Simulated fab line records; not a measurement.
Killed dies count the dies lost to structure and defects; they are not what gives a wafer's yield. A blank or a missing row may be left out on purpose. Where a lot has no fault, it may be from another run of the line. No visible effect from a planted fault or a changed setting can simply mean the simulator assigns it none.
Which tool is to blame? || flow sky130 || 24 lots with 72 wafers sampled at 6 steps, on a route of 708 steps

## WHAT THE GAUGES SHOWED, per wafer
SKY_SD_N_OVL_MEAS_08. Usual: SD_N_OVL -0.3 nm, standard deviation 1.3.
{"lot": "L074", "measured": "day 27 23:06", "on": "overlay-01", "SD_N_OVL (nm)": "-0.5 -0.8 -0.7", "flag": ""}
{"lot": "L076", "measured": "day 28 10:42", "on": "overlay-02", "SD_N_OVL (nm)": "0.7 -2.2 -0.9", "flag": ""}
{"lot": "L075", "measured": "day 28 12:35", "on": "overlay-02", "SD_N_OVL (nm)": "0.3 -0.1 -0.4", "flag": ""}
{"lot": "L077", "measured": "day 28 21:41", "on": "overlay-02", "SD_N_OVL (nm)": "-3.0 -2.8 -2.4", "flag": ""}
{"lot": "L078", "measured": "day 29 10:18", "on": "overlay-02", "SD_N_OVL (nm)": "1.0 0.5 0.8", "flag": ""}
{"lot": "L079", "measured": "day 29 10:26", "on": "overlay-01", "SD_N_OVL (nm)": "0.5 0.6 1.8", "flag": ""}
{"lot": "L080", "measured": "day 29 22:49", "on": "overlay-01", "SD_N_OVL (nm)": "-0.4 0.1 0.7", "flag": ""}
{"lot": "L081", "measured": "day 31 00:51", "on": "overlay-01", "SD_N_OVL (nm)": "-2.1 -1.5 -1.0", "flag": ""}
{"lot": "L082", "measured": "day 31 03:11", "on": "overlay-02", "SD_N_OVL (nm)": "-1.4 -1.0 0.0", "flag": ""}
{"lot": "L083", "measured": "day 31 13:09", "on": "overlay-01", "SD_N_OVL (nm)": "-0.2 -0.9 -1.7", "flag": ""}
{"lot": "L084", "measured": "day 32 03:41", "on": "overlay-02", "SD_N_OVL (nm)": "0.7 1.8 1.3", "flag": ""}
{"lot": "L085", "measured": "day 32 05:36", "on": "overlay-02", "SD_N_OVL (nm)": "1.1 0.9 -0.5", "flag": ""}
{"lot": "L086", "measured": "day 32 14:41", "on": "overlay-02", "SD_N_OVL (nm)": "0.8 -0.8 0.2", "flag": ""}
{"lot": "L088", "measured": "day 33 03:06", "on": "overlay-02", "SD_N_OVL (nm)": "1.9 1.5 2.9", "flag": ""}
{"lot": "L087", "measured": "day 33 03:35", "on": "overlay-02", "SD_N_OVL (nm)": "0.9 -0.6 0.6", "flag": ""}
{"lot": "L089", "measured": "day 33 10:59", "on": "overlay-01", "SD_N_OVL (nm)": "-1.9 0.0 -0.8", "flag": ""}
{"lot": "L091", "measured": "day 34 03:41", "on": "overlay-01", "SD_N_OVL (nm)": "-0.6 -0.9 -1.2", "flag": ""}
{"lot": "L090", "measured": "day 34 04:40", "on": "overlay-02", "SD_N_OVL (nm)": "0.5 -0.6 -0.4", "flag": ""}
{"lot": "L093", "measured": "day 34 11:31", "on": "overlay-01", "SD_N_OVL (nm)": "2.1 0.7 -0.7", "flag": ""}
{"lot": "L092", "measured": "day 34 15:44", "on": "overlay-01", "SD_N_OVL (nm)": "-0.2 0.7 1.8", "flag": ""}
{"lot": "L094", "measured": "day 34 15:45", "on": "overlay-02", "SD_N_OVL (nm)": "-0.2 -1.7 -0.4", "flag": ""}
{"lot": "L095", "measured": "day 34 22:34", "on": "overlay-01", "SD_N_OVL (nm)": "-1.6 -1.0 -1.8", "flag": ""}
{"lot": "L096", "measured": "day 35 08:59", "on": "overlay-02", "SD_N_OVL (nm)": "-2.3 -0.4 -2.4", "flag": ""}
{"lot": "L097", "measured": "day 35 09:49", "on": "overlay-01", "SD_N_OVL (nm)": "1.0 1.6 0.9", "flag": ""}

SKY_CONTACT_RS_MEAS_25: measures by four-point-probe. Usual: CONTACT_W_RS 0.338 ohm/sq, standard deviation 0.004.
{"lot": "L074", "measured": "day 31 16:01", "on": "film_metro-04", "CONTACT_W_RS (ohm/sq)": "0.333 0.332 0.336", "flag": ""}
{"lot": "L076", "measured": "day 32 04:10", "on": "film_metro-03", "CONTACT_W_RS (ohm/sq)": "0.349 0.337 0.339", "flag": ""}
{"lot": "L075", "measured": "day 32 05:51", "on": "film_metro-04", "CONTACT_W_RS (ohm/sq)": "0.340 0.336 0.344", "flag": ""}
{"lot": "L077", "measured": "day 32 15:26", "on": "film_metro-03", "CONTACT_W_RS (ohm/sq)": "0.335 0.333 0.333", "flag": ""}
{"lot": "L078", "measured": "day 33 02:15", "on": "film_metro-03", "CONTACT_W_RS (ohm/sq)": "0.337 0.335 0.344", "flag": ""}
{"lot": "L079", "measured": "day 33 03:44", "on": "film_metro-03", "CONTACT_W_RS (ohm/sq)": "0.335 0.332 0.335", "flag": ""}
{"lot": "L080", "measured": "day 33 14:11", "on": "film_metro-03", "CONTACT_W_RS (ohm/sq)": "0.337 0.334 0.333", "flag": ""}
{"lot": "L081", "measured": "day 34 15:35", "on": "film_metro-01", "CONTACT_W_RS (ohm/sq)": "0.337 0.339 0.337", "flag": ""}
{"lot": "L082", "measured": "day 34 17:05", "on": "film_metro-01", "CONTACT_W_RS (ohm/sq)": "0.333 0.338 0.337", "flag": ""}
{"lot": "L083", "measured": "day 35 02:28", "on": "film_metro-01", "CONTACT_W_RS (ohm/sq)": "0.337 0.338 0.335", "flag": ""}
{"lot": "L084", "measured": "day 35 16:58", "on": "film_metro-03", "CONTACT_W_RS (ohm/sq)": "0.342 0.348 0.339", "flag": ""}
{"lot": "L085", "measured": "day 35 19:29", "on": "film_metro-03", "CONTACT_W_RS (ohm/sq)": "0.338 0.329 0.335", "flag": ""}
{"lot": "L086", "measured": "day 36 02:21", "on": "film_metro-03", "CONTACT_W_RS (ohm/sq)": "0.343 0.336 0.342", "flag": ""}
{"lot": "L088", "measured": "day 36 15:11", "on": "film_metro-04", "CONTACT_W_RS (ohm/sq)": "0.341 0.341 0.341", "flag": ""}
{"lot": "L087", "measured": "day 36 15:48", "on": "film_metro-03", "CONTACT_W_RS (ohm/sq)": "0.342 0.339 0.336", "flag": ""}
{"lot": "L089", "measured": "day 36 23:14", "on": "film_metro-01", "CONTACT_W_RS (ohm/sq)": "0.336 0.340 0.338", "flag": ""}
{"lot": "L091", "measured": "day 37 15:21", "on": "film_metro-03", "CONTACT_W_RS (ohm/sq)": "0.339 0.339 0.343", "flag": ""}
{"lot": "L090", "measured": "day 37 16:17", "on": "film_metro-01", "CONTACT_W_RS (ohm/sq)": "0.341 0.339 0.338", "flag": ""}
{"lot": "L093", "measured": "day 37 21:32", "on": "film_metro-01", "CONTACT_W_RS (ohm/sq)": "0.343 0.340 0.340", "flag": ""}
{"lot": "L092", "measured": "day 38 03:38", "on": "film_metro-03", "CONTACT_W_RS (ohm/sq)": "0.338 0.336 0.340", "flag": ""}
{"lot": "L094", "measured": "day 38 03:57", "on": "film_metro-03", "CONTACT_W_RS (ohm/sq)": "0.337 0.339 0.341", "flag": ""}
{"lot": "L095", "measured": "day 38 09:56", "on": "film_metro-04", "CONTACT_W_RS (ohm/sq)": "0.340 0.341 0.341", "flag": ""}
{"lot": "L096", "measured": "day 38 19:53", "on": "film_metro-01", "CONTACT_W_RS (ohm/sq)": "0.332 0.337 0.332", "flag": ""}
{"lot": "L097", "measured": "day 38 21:17", "on": "film_metro-03", "CONTACT_W_RS (ohm/sq)": "0.339 0.342 0.337", "flag": ""}

SKY_CAPM_THK_MEAS_01. Usual: CAPM_CVD_00_THK 15.45 nm, standard deviation 0.22.
{"lot": "L074", "measured": "day 36 07:02", "on": "film_metro-04", "CAPM_CVD_00_THK (nm)": "15.10 15.58 15.62", "flag": ""}
{"lot": "L076", "measured": "day 36 19:12", "on": "film_metro-03", "CAPM_CVD_00_THK (nm)": "15.24 15.80 15.71", "flag": ""}
{"lot": "L075", "measured": "day 36 21:49", "on": "film_metro-03", "CAPM_CVD_00_THK (nm)": "15.32 15.38 15.37", "flag": ""}
{"lot": "L077", "measured": "day 37 05:54", "on": "film_metro-04", "CAPM_CVD_00_THK (nm)": "15.34 15.21 15.68", "flag": ""}
{"lot": "L078", "measured": "day 37 17:19", "on": "film_metro-03", "CAPM_CVD_00_THK (nm)": "15.26 15.67 15.62", "flag": ""}
{"lot": "L079", "measured": "day 37 18:48", "on": "film_metro-02", "CAPM_CVD_00_THK (nm)": "15.40 15.42 15.60", "flag": ""}
{"lot": "L080", "measured": "day 38 05:34", "on": "film_metro-02", "CAPM_CVD_00_THK (nm)": "15.56 15.19 15.88", "flag": ""}
{"lot": "L081", "measured": "day 39 06:28", "on": "film_metro-04", "CAPM_CVD_00_THK (nm)": "15.69 15.46 15.91", "flag": ""}
{"lot": "L082", "measured": "day 39 08:18", "on": "film_metro-04", "CAPM_CVD_00_THK (nm)": "15.42 15.60 15.39", "flag": ""}
{"lot": "L083", "measured": "day 39 14:24", "on": "film_metro-04", "CAPM_CVD_00_THK (nm)": "15.60 15.42 15.60", "flag": ""}
{"lot": "L084", "measured": "day 40 05:22", "on": "film_metro-02", "CAPM_CVD_00_THK (nm)": "15.49 15.72 15.78", "flag": ""}
{"lot": "L085", "measured": "day 40 07:52", "on": "film_metro-03", "CAPM_CVD_00_THK (nm)": "15.42 15.36 15.58", "flag": ""}
{"lot": "L086", "measured": "day 40 14:24", "on": "film_metro-03", "CAPM_CVD_00_THK (nm)": "15.15 15.57 15.60", "flag": ""}
{"lot": "L088", "measured": "day 41 03:01", "on": "film_metro-04", "CAPM_CVD_00_THK (nm)": "15.21 15.48 15.67", "flag": ""}
{"lot": "L087", "measured": "day 41 03:27", "on": "film_metro-04", "CAPM_CVD_00_THK (nm)": "15.12 15.45 15.29", "flag": ""}
{"lot": "L089", "measured": "day 41 10:23", "on": "film_metro-04", "CAPM_CVD_00_THK (nm)": "15.24 15.07 15.41", "flag": ""}
{"lot": "L091", "measured": "day 41 22:13", "on": "film_metro-03", "CAPM_CVD_00_THK (nm)": "14.98 15.06 15.06", "flag": ""}
{"lot": "L090", "measured": "day 41 22:59", "on": "film_metro-02", "CAPM_CVD_00_THK (nm)": "15.36 15.81 15.61", "flag": ""}
{"lot": "L093", "measured": "day 42 07:41", "on": "film_metro-02", "CAPM_CVD_00_THK (nm)": "15.23 15.26 15.29", "flag": ""}
{"lot": "L092", "measured": "day 42 11:28", "on": "film_metro-03", "CAPM_CVD_00_THK (nm)": "15.06 15.18 15.46", "flag": ""}
{"lot": "L094", "measured": "day 42 12:19", "on": "film_metro-03", "CAPM_CVD_00_THK (nm)": "15.31 15.56 15.54", "flag": ""}
{"lot": "L095", "measured": "day 42 18:28", "on": "film_metro-02", "CAPM_CVD_00_THK (nm)": "15.49 15.80 15.51", "flag": ""}
{"lot": "L096", "measured": "day 43 01:36", "on": "film_metro-03", "CAPM_CVD_00_THK (nm)": "15.26 15.35 15.49", "flag": ""}
{"lot": "L097", "measured": "day 43 03:23", "on": "film_metro-03", "CAPM_CVD_00_THK (nm)": "15.23 15.19 15.61", "flag": ""}

SKY_METAL5_RS_MEAS_05: measures by four-point-probe. Usual: METAL5_ALCU_RS 0.0271 ohm/sq, standard deviation 0.00031.
{"lot": "L074", "measured": "day 42 19:10", "on": "film_metro-03", "METAL5_ALCU_RS (ohm/sq)": "0.0268 0.0269 0.0267", "flag": ""}
{"lot": "L076", "measured": "day 43 04:18", "on": "film_metro-03", "METAL5_ALCU_RS (ohm/sq)": "0.0270 0.0267 0.0268", "flag": ""}
{"lot": "L075", "measured": "day 43 08:29", "on": "film_metro-03", "METAL5_ALCU_RS (ohm/sq)": "0.0273 0.0270 0.0275", "flag": ""}
{"lot": "L077", "measured": "day 43 14:00", "on": "film_metro-02", "METAL5_ALCU_RS (ohm/sq)": "0.0272 0.0272 0.0269", "flag": ""}
{"lot": "L078", "measured": "day 44 00:56", "on": "film_metro-02", "METAL5_ALCU_RS (ohm/sq)": "0.0273 0.0272 0.0274", "flag": ""}
{"lot": "L079", "measured": "day 44 01:29", "on": "film_metro-04", "METAL5_ALCU_RS (ohm/sq)": "0.0268 0.0267 0.0270", "flag": ""}
{"lot": "L080", "measured": "day 44 10:08", "on": "film_metro-03", "METAL5_ALCU_RS (ohm/sq)": "0.0272 0.0270 0.0266", "flag": ""}
{"lot": "L081", "measured": "day 45 09:04", "on": "film_metro-02", "METAL5_ALCU_RS (ohm/sq)": "0.0270 0.0268 0.0268", "flag": ""}
{"lot": "L082", "measured": "day 45 10:14", "on": "film_metro-04", "METAL5_ALCU_RS (ohm/sq)": "0.0272 0.0269 0.0269", "flag": ""}
{"lot": "L083", "measured": "day 45 17:12", "on": "film_metro-03", "METAL5_ALCU_RS (ohm/sq)": "0.0271 0.0270 0.0268", "flag": ""}
{"lot": "L084", "measured": "day 46 04:52", "on": "film_metro-04", "METAL5_ALCU_RS (ohm/sq)": "0.0272 0.0269 0.0270", "flag": ""}
{"lot": "L085", "measured": "day 46 06:04", "on": "film_metro-02", "METAL5_ALCU_RS (ohm/sq)": "0.0273 0.0272 0.0275", "flag": ""}
{"lot": "L086", "measured": "day 46 12:32", "on": "film_metro-03", "METAL5_ALCU_RS (ohm/sq)": "0.0269 0.0269 0.0269", "flag": ""}
{"lot": "L088", "measured": "day 46 21:19", "on": "film_metro-02", "METAL5_ALCU_RS (ohm/sq)": "0.0270 0.0273 0.0271", "flag": ""}
{"lot": "L087", "measured": "day 46 22:16", "on": "film_metro-04", "METAL5_ALCU_RS (ohm/sq)": "0.0268 0.0266 0.0268", "flag": ""}
{"lot": "L089", "measured": "day 47 02:55", "on": "film_metro-04", "METAL5_ALCU_RS (ohm/sq)": "0.0269 0.0268 0.0268", "flag": ""}
{"lot": "L091", "measured": "day 47 13:58", "on": "film_metro-03", "METAL5_ALCU_RS (ohm/sq)": "0.0273 0.0272 0.0268", "flag": ""}
{"lot": "L090", "measured": "day 47 16:25", "on": "film_metro-02", "METAL5_ALCU_RS (ohm/sq)": "0.0268 0.0270 0.0270", "flag": ""}
{"lot": "L093", "measured": "day 47 22:37", "on": "film_metro-04", "METAL5_ALCU_RS (ohm/sq)": "0.0274 0.0273 0.0271", "flag": ""}
{"lot": "L092", "measured": "day 48 02:02", "on": "film_metro-02", "METAL5_ALCU_RS (ohm/sq)": "0.0274 0.0271 0.0275", "flag": ""}
{"lot": "L094", "measured": "day 48 03:33", "on": "film_metro-04", "METAL5_ALCU_RS (ohm/sq)": "0.0270 0.0273 0.0275", "flag": ""}
{"lot": "L095", "measured": "day 48 08:53", "on": "film_metro-04", "METAL5_ALCU_RS (ohm/sq)": "0.0278 0.0279 0.0277", "flag": ""}
{"lot": "L096", "measured": "day 48 12:52", "on": "film_metro-04", "METAL5_ALCU_RS (ohm/sq)": "0.0276 0.0278 0.0277", "flag": ""}
{"lot": "L097", "measured": "day 48 14:08", "on": "film_metro-03", "METAL5_ALCU_RS (ohm/sq)": "0.0265 0.0265 0.0266", "flag": ""}

## EACH LOT AND THE TOOL THAT RAN IT (in order: tool; ch and the chambers of the sampled wafers; start)
{"lot": "L074", "SKY_METAL2_SPUTTER_03": "pvd_sputter-01, day 34 00:27", "SKY_CAP2M_STRIP_14": "plasma_asher-01 ch 0,1, day 40 16:33"}
{"lot": "L076", "SKY_METAL2_SPUTTER_03": "pvd_sputter-03, day 34 13:08", "SKY_CAP2M_STRIP_14": "plasma_asher-02 ch 0, day 41 02:22"}
{"lot": "L075", "SKY_METAL2_SPUTTER_03": "pvd_sputter-01, day 34 14:44", "SKY_CAP2M_STRIP_14": "plasma_asher-01 ch 0,1, day 41 06:01"}
{"lot": "L077", "SKY_METAL2_SPUTTER_03": "pvd_sputter-03, day 34 23:15", "SKY_CAP2M_STRIP_14": "plasma_asher-01 ch 0,1, day 41 12:32"}
{"lot": "L078", "SKY_METAL2_SPUTTER_03": "pvd_sputter-02, day 35 10:13", "SKY_CAP2M_STRIP_14": "plasma_asher-01 ch 0, day 41 22:53"}
{"lot": "L079", "SKY_METAL2_SPUTTER_03": "pvd_sputter-02, day 35 11:43", "SKY_CAP2M_STRIP_14": "plasma_asher-01 ch 0,1, day 42 01:03"}
{"lot": "L080", "SKY_METAL2_SPUTTER_03": "pvd_sputter-03, day 35 22:35", "SKY_CAP2M_STRIP_14": "plasma_asher-02 ch 0,1, day 42 09:31"}
{"lot": "L081", "SKY_METAL2_SPUTTER_03": "pvd_sputter-01, day 36 23:17", "SKY_CAP2M_STRIP_14": "plasma_asher-04 ch 0,1, day 43 08:52"}
{"lot": "L082", "SKY_METAL2_SPUTTER_03": "pvd_sputter-03, day 37 01:06", "SKY_CAP2M_STRIP_14": "plasma_asher-04 ch 0,1, day 43 10:55"}
{"lot": "L083", "SKY_METAL2_SPUTTER_03": "pvd_sputter-03, day 37 08:25", "SKY_CAP2M_STRIP_14": "plasma_asher-04 ch 0,1, day 43 16:48"}
{"lot": "L084", "SKY_METAL2_SPUTTER_03": "pvd_sputter-02, day 38 00:06", "SKY_CAP2M_STRIP_14": "plasma_asher-01 ch 0,1, day 44 06:51"}
{"lot": "L085", "SKY_METAL2_SPUTTER_03": "pvd_sputter-01, day 38 03:19", "SKY_CAP2M_STRIP_14": "plasma_asher-01 ch 0,1, day 44 08:28"}
{"lot": "L086", "SKY_METAL2_SPUTTER_03": "pvd_sputter-03, day 38 10:19", "SKY_CAP2M_STRIP_14": "plasma_asher-04 ch 0,1, day 44 15:05"}
{"lot": "L088", "SKY_METAL2_SPUTTER_03": "pvd_sputter-03, day 38 23:19", "SKY_CAP2M_STRIP_14": "plasma_asher-02 ch 0,1, day 45 01:18"}
{"lot": "L087", "SKY_METAL2_SPUTTER_03": "pvd_sputter-01, day 38 23:42", "SKY_CAP2M_STRIP_14": "plasma_asher-01 ch 0,1, day 45 01:36"}
{"lot": "L089", "SKY_METAL2_SPUTTER_03": "pvd_sputter-01, day 39 06:58", "SKY_CAP2M_STRIP_14": "plasma_asher-02 ch 0,1, day 45 06:16"}
{"lot": "L091", "SKY_METAL2_SPUTTER_03": "pvd_sputter-03, day 39 19:30", "SKY_CAP2M_STRIP_14": "plasma_asher-02 ch 0,1, day 45 18:14"}
{"lot": "L090", "SKY_METAL2_SPUTTER_03": "pvd_sputter-01, day 39 21:08", "SKY_CAP2M_STRIP_14": "plasma_asher-04 ch 0,1, day 45 20:27"}
{"lot": "L093", "SKY_METAL2_SPUTTER_03": "pvd_sputter-01, day 40 04:11", "SKY_CAP2M_STRIP_14": "plasma_asher-04 ch 0, day 46 02:53"}
{"lot": "L092", "SKY_METAL2_SPUTTER_03": "pvd_sputter-01, day 40 09:15", "SKY_CAP2M_STRIP_14": "plasma_asher-02 ch 0,1, day 46 07:22"}
{"lot": "L094", "SKY_METAL2_SPUTTER_03": "pvd_sputter-03, day 40 09:22", "SKY_CAP2M_STRIP_14": "plasma_asher-01 ch 0,1, day 46 07:58"}
{"lot": "L095", "SKY_METAL2_SPUTTER_03": "pvd_sputter-01, day 40 15:25", "SKY_CAP2M_STRIP_14": "plasma_asher-01 ch 0,1, day 46 13:35"}
{"lot": "L096", "SKY_METAL2_SPUTTER_03": "pvd_sputter-03, day 41 00:08", "SKY_CAP2M_STRIP_14": "plasma_asher-01 ch 0,1, day 46 19:17"}
{"lot": "L097", "SKY_METAL2_SPUTTER_03": "pvd_sputter-01, day 41 02:15", "SKY_CAP2M_STRIP_14": "plasma_asher-01 ch 1, day 46 20:25"}
- SKY_METAL2_SPUTTER_03: material Ti, target thk 5 nm, time 3.3 s.
- SKY_CAP2M_STRIP_14: strips in O2/N2.

## AS READ BY THE TOOLS THEMSELVES (means over the sampled wafers that have a number; for cases with no such wafer, the mark the record gives instead)
SKY_METAL2_SPUTTER_03. Usual: throttle_valve_pct at 29.7 %, with a standard deviation of 0.54.
{"lot": "L074", "tool": "pvd_sputter-01", "throttle_valve_pct (%)": 29.4, "flag": ""}
{"lot": "L076", "tool": "pvd_sputter-03", "throttle_valve_pct (%)": 29.9, "flag": ""}
{"lot": "L075", "tool": "pvd_sputter-01", "throttle_valve_pct (%)": 29.8, "flag": ""}
{"lot": "L077", "tool": "pvd_sputter-03", "throttle_valve_pct (%)": 29.9, "flag": ""}
{"lot": "L078", "tool": "pvd_sputter-02", "throttle_valve_pct (%)": 29.4, "flag": ""}
{"lot": "L079", "tool": "pvd_sputter-02", "throttle_valve_pct (%)": 29.1, "flag": ""}
{"lot": "L080", "tool": "pvd_sputter-03", "throttle_valve_pct (%)": 29.6, "flag": ""}
{"lot": "L081", "tool": "pvd_sputter-01", "throttle_valve_pct (%)": 29.7, "flag": ""}
{"lot": "L082", "tool": "pvd_sputter-03", "throttle_valve_pct (%)": 30.1, "flag": ""}
{"lot": "L083", "tool": "pvd_sputter-03", "throttle_valve_pct (%)": 29.9, "flag": ""}
{"lot": "L084", "tool": "pvd_sputter-02", "throttle_valve_pct (%)": 29.6, "flag": ""}
{"lot": "L085", "tool": "pvd_sputter-01", "throttle_valve_pct (%)": 30.1, "flag": ""}
{"lot": "L086", "tool": "pvd_sputter-03", "throttle_valve_pct (%)": 29.8, "flag": ""}
{"lot": "L088", "tool": "pvd_sputter-03", "throttle_valve_pct (%)": 29.3, "flag": ""}
{"lot": "L087", "tool": "pvd_sputter-01", "throttle_valve_pct (%)": 29.5, "flag": ""}
{"lot": "L089", "tool": "pvd_sputter-01", "throttle_valve_pct (%)": 30.1, "flag": ""}
{"lot": "L091", "tool": "pvd_sputter-03", "throttle_valve_pct (%)": 30.0, "flag": ""}
{"lot": "L090", "tool": "pvd_sputter-01", "throttle_valve_pct (%)": 29.6, "flag": ""}
{"lot": "L093", "tool": "pvd_sputter-01", "throttle_valve_pct (%)": 29.8, "flag": ""}
{"lot": "L092", "tool": "pvd_sputter-01", "throttle_valve_pct (%)": 30.0, "flag": ""}
{"lot": "L094", "tool": "pvd_sputter-03", "throttle_valve_pct (%)": 29.1, "flag": ""}
{"lot": "L095", "tool": "pvd_sputter-01", "throttle_valve_pct (%)": 29.8, "flag": ""}
{"lot": "L096", "tool": "pvd_sputter-03", "throttle_valve_pct (%)": 30.0, "flag": ""}
{"lot": "L097", "tool": "pvd_sputter-01", "throttle_valve_pct (%)": 29.5, "flag": ""}

SKY_CAP2M_STRIP_14. Usual: drypump_motor_current_A 5.7 A, standard deviation 0.61; oes_product_au 0.710 a.u., standard deviation 0.004; strip_time_to_endpoint_s 12.65 s, standard deviation 0.047.
{"lot": "L074", "tool": "plasma_asher-01", "drypump_motor_current_A (A)": 5.5, "oes_product_au (a.u.)": 0.710, "strip_time_to_endpoint_s (s)": 12.69, "flag": ""}
{"lot": "L076", "tool": "plasma_asher-02", "drypump_motor_current_A (A)": 6.3, "oes_product_au (a.u.)": 0.707, "strip_time_to_endpoint_s (s)": 12.60, "flag": ""}
{"lot": "L075", "tool": "plasma_asher-01", "drypump_motor_current_A (A)": 5.5, "oes_product_au (a.u.)": 0.712, "strip_time_to_endpoint_s (s)": 12.63, "flag": ""}
{"lot": "L077", "tool": "plasma_asher-01", "drypump_motor_current_A (A)": 5.9, "oes_product_au (a.u.)": 0.708, "strip_time_to_endpoint_s (s)": 12.63, "flag": ""}
{"lot": "L078", "tool": "plasma_asher-01", "drypump_motor_current_A (A)": 6.4, "oes_product_au (a.u.)": 0.708, "strip_time_to_endpoint_s (s)": 12.62, "flag": ""}
{"lot": "L079", "tool": "plasma_asher-01", "drypump_motor_current_A (A)": 5.9, "oes_product_au (a.u.)": 0.711, "strip_time_to_endpoint_s (s)": 12.66, "flag": ""}
{"lot": "L080", "tool": "plasma_asher-02", "drypump_motor_current_A (A)": 6.0, "oes_product_au (a.u.)": 0.709, "strip_time_to_endpoint_s (s)": 12.65, "flag": ""}
{"lot": "L081", "tool": "plasma_asher-04", "drypump_motor_current_A (A)": 5.6, "oes_product_au (a.u.)": 0.710, "strip_time_to_endpoint_s (s)": 12.65, "flag": ""}
{"lot": "L082", "tool": "plasma_asher-04", "drypump_motor_current_A (A)": 5.3, "oes_product_au (a.u.)": 0.709, "strip_time_to_endpoint_s (s)": 12.74, "flag": ""}
{"lot": "L083", "tool": "plasma_asher-04", "drypump_motor_current_A (A)": 5.6, "oes_product_au (a.u.)": 0.709, "strip_time_to_endpoint_s (s)": 12.57, "flag": ""}
{"lot": "L084", "tool": "plasma_asher-01", "drypump_motor_current_A (A)": 5.5, "oes_product_au (a.u.)": 0.710, "strip_time_to_endpoint_s (s)": 12.63, "flag": ""}
{"lot": "L085", "tool": "plasma_asher-01", "drypump_motor_current_A (A)": 5.9, "oes_product_au (a.u.)": 0.713, "strip_time_to_endpoint_s (s)": 12.71, "flag": ""}
{"lot": "L086", "tool": "plasma_asher-04", "drypump_motor_current_A (A)": 5.6, "oes_product_au (a.u.)": 0.713, "strip_time_to_endpoint_s (s)": 12.62, "flag": ""}
{"lot": "L088", "tool": "plasma_asher-02", "drypump_motor_current_A (A)": 5.7, "oes_product_au (a.u.)": 0.708, "strip_time_to_endpoint_s (s)": 12.64, "flag": ""}
{"lot": "L087", "tool": "plasma_asher-01", "drypump_motor_current_A (A)": 5.5, "oes_product_au (a.u.)": 0.713, "strip_time_to_endpoint_s (s)": 12.68, "flag": ""}
{"lot": "L089", "tool": "plasma_asher-02", "drypump_motor_current_A (A)": 6.0, "oes_product_au (a.u.)": 0.709, "strip_time_to_endpoint_s (s)": 12.62, "flag": ""}
{"lot": "L091", "tool": "plasma_asher-02", "drypump_motor_current_A (A)": 6.0, "oes_product_au (a.u.)": 0.711, "strip_time_to_endpoint_s (s)": 12.68, "flag": ""}
{"lot": "L090", "tool": "plasma_asher-04", "drypump_motor_current_A (A)": 5.6, "oes_product_au (a.u.)": 0.712, "strip_time_to_endpoint_s (s)": 12.66, "flag": ""}
{"lot": "L093", "tool": "plasma_asher-04", "drypump_motor_current_A (A)": 5.9, "oes_product_au (a.u.)": 0.714, "strip_time_to_endpoint_s (s)": 12.67, "flag": ""}
{"lot": "L092", "tool": "plasma_asher-02", "drypump_motor_current_A (A)": 5.7, "oes_product_au (a.u.)": 0.710, "strip_time_to_endpoint_s (s)": 12.73, "flag": ""}
{"lot": "L094", "tool": "plasma_asher-01", "drypump_motor_current_A (A)": 5.5, "oes_product_au (a.u.)": 0.707, "strip_time_to_endpoint_s (s)": 12.60, "flag": ""}
{"lot": "L095", "tool": "plasma_asher-01", "drypump_motor_current_A (A)": 5.9, "oes_product_au (a.u.)": 0.708, "strip_time_to_endpoint_s (s)": 12.63, "flag": ""}
{"lot": "L096", "tool": "plasma_asher-01", "drypump_motor_current_A (A)": 5.9, "oes_product_au (a.u.)": 0.713, "strip_time_to_endpoint_s (s)": 12.64, "flag": ""}
{"lot": "L097", "tool": "plasma_asher-01", "drypump_motor_current_A (A)": 5.0, "oes_product_au (a.u.)": 0.711, "strip_time_to_endpoint_s (s)": 12.62, "flag": ""}

## THE ANSWER, worked out from the rows above alone
Rule: lot off if the mean of its wafers having a number is beyond 3 standard deviations from the usual mean. A lot without any number at a reading at which 4 lots or more have one is off too. All remaining lots with rows at the step are treated as sound. The gauges are gone through in route order, then the tools' own readings, and for those a lot's mean is taken as printed above. The first step at which some lot is off is used, and at that step the reading that is off furthest; a lot without a number counts as furthest.
Nothing can be told from this: no lot is off at any reading shown.

## WHAT THE SIMULATOR HAD PUT IN
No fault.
